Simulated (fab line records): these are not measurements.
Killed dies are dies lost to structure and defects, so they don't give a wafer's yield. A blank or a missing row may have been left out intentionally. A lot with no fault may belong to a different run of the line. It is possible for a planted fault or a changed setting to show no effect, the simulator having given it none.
Which of the tools did it?	flow sky130	Sampling: 11 lots, 33 wafers, 3 of 708 route steps

## WHAT THE GAUGES SHOWED, per wafer
SKY_RES_XHIGH_TW_MEAS_09.
lot	measured	on	RES_XHIGH_TW
L477	day 26 19:55	film metro-01	1625 1629 1626
L479	day 27 22:11	film metro-03	1636 1632 1624
L481	day 29 09:39	film metro-04	1652 1650 1653
L484	day 29 13:31	film metro-04	1576 1569 1575 1576 1575 1572
L485	day 29 20:38	film metro-03	1561 1563 1558 1553 1557 1561
L493	day 32 10:23	film metro-04	1641 1640 1640
L495	day 33 00:40	film metro-03	1632 1637 1640
L496	day 33 05:55	film metro-03	1646 1634 1639
L497	day 33 09:10	film metro-03	1638 1643 1642
L498	day 33 17:22	film metro-01	1613 1615 1603
L499	day 34 00:28	film metro-03	1641 1637 1636

## EACH LOT AND THE TOOL THAT RAN IT (in order: tool; ch and the chambers of the sampled wafers; start)
lot	SKY_POLY_CUT_ETCH_11	SKY_RES_XHIGH_IMPLANT_07
L477	rie diel-04 ch 0,1, day 24 08:41	implanter-02 ch 0, day 26 19:41
L479	rie diel-04 ch 0,1,3, day 25 11:00	implanter-02 ch 0, day 27 21:55
L481	rie diel-01 ch 2,3, day 27 00:21	implanter-03 ch 0, day 29 09:25
L484	rie diel-04 ch 1,2,3, day 27 05:16	implanter-02 ch 0, day 29 13:16
L485	rie diel-04 ch 2,3, day 27 11:42	implanter-02 ch 0, day 29 20:25
L493	rie diel-01 ch 2,3, day 30 03:38	implanter-01 ch 0, day 32 10:08
L495	rie diel-01 ch 1,2, day 30 18:01	implanter-02 ch 0, day 33 00:27
L496	rie diel-04 ch 0,2,3, day 30 23:11	implanter-02 ch 0, day 33 05:41
L497	rie diel-02 ch 1,2,3, day 31 03:31	implanter-01 ch 0, day 33 08:55
L498	rie diel-01 ch 0,2,3, day 31 11:23	implanter-01 ch 0, day 33 17:06
L499	rie diel-01 ch 0,1,3, day 31 18:20	implanter-02 ch 0, day 34 00:13
- SKY_POLY_CUT_ETCH_11: etches Si3N4 in CF4/CH2F2/Ar, stops on poly-Si, time 42.5 s, target depth 60 nm.
- SKY_RES_XHIGH_IMPLANT_07

## THE ANSWER, worked out from the rows above alone
Rule: the usual values come from the lots themselves. The widest of any qualifying gaps counts: lots, ordered by their means at a reading, are off when they make up no more than a third of the lots, leave a main group of 4 or more, and stand apart from it by 3 or more times the standard deviation of that group's means. If all means in a main group match to the digits the tables above print for the reading, that group is not used. A lot without any number at a reading at which 4 lots or more have one is off too. The other lots that the step has rows for count as sound.
Off: L484, L485, at SKY_RES_XHIGH_TW_MEAS_09 (RES_XHIGH_TW). Main group: mean 1635, sd 11.
If a tool, at a process step before that reading, ran all the lots that are off and no sound lot after the first of them, it fits. Gauges at SKY_RES_XHIGH_TW_MEAS_09: tried the same way as those tools. No candidate that was tried fits.

## WHAT THE SIMULATOR HAD PUT IN
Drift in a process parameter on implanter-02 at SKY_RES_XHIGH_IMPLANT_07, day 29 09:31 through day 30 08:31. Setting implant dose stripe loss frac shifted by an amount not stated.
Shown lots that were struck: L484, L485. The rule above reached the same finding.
